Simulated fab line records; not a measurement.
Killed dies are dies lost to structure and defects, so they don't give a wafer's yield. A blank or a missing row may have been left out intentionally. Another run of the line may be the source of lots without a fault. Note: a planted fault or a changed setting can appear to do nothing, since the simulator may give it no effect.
What tool caused it? -- flow gf180mcu -- 6 lots, 18 wafers sampled, at 1 step of a route of 602

## WHAT EACH GAUGE READ, for each wafer
GF_STI_BOW_MEAS_00.
lot,measured,on,INCOMING_BOW (um)
L444,day 2 06:01,film_metro-03,2 -2 -2
L448,day 3 02:01,film_metro-01,-4 -16 -4
L450,day 3 12:00,film_metro-03,-8 -5 5
L457,day 4 23:00,film_metro-03,-3 4 -16
L460,day 5 14:00,film_metro-03,4 -8 -10
L462,day 6 00:04,film_metro-03,-11 -8 4

## WHAT TOOL EACH LOT RAN ON (gives the tool, then ch and the chambers of the sampled wafers, and finally the start)
There is no process step in the record ahead of these readings.

## THE ANSWER, worked out from the rows above alone
Rule: the usual values come from the lots themselves. Put in order of their means at a reading, lots are off if they are a third of the lots or fewer, leave a main group of 4 or more, and stand apart from it by a gap of 3 or more times the standard deviation of the main group's means; of several such gaps the widest counts. If all means in a main group match to the digits the tables above print for the reading, that group is not used. Also off: a lot with no number at a reading for which 4 or more lots have one. The other lots that the step has rows for count as sound.
No lot is off on any of the readings shown, so nothing can be concluded from this.

## WHAT THE SIMULATOR PUT IN
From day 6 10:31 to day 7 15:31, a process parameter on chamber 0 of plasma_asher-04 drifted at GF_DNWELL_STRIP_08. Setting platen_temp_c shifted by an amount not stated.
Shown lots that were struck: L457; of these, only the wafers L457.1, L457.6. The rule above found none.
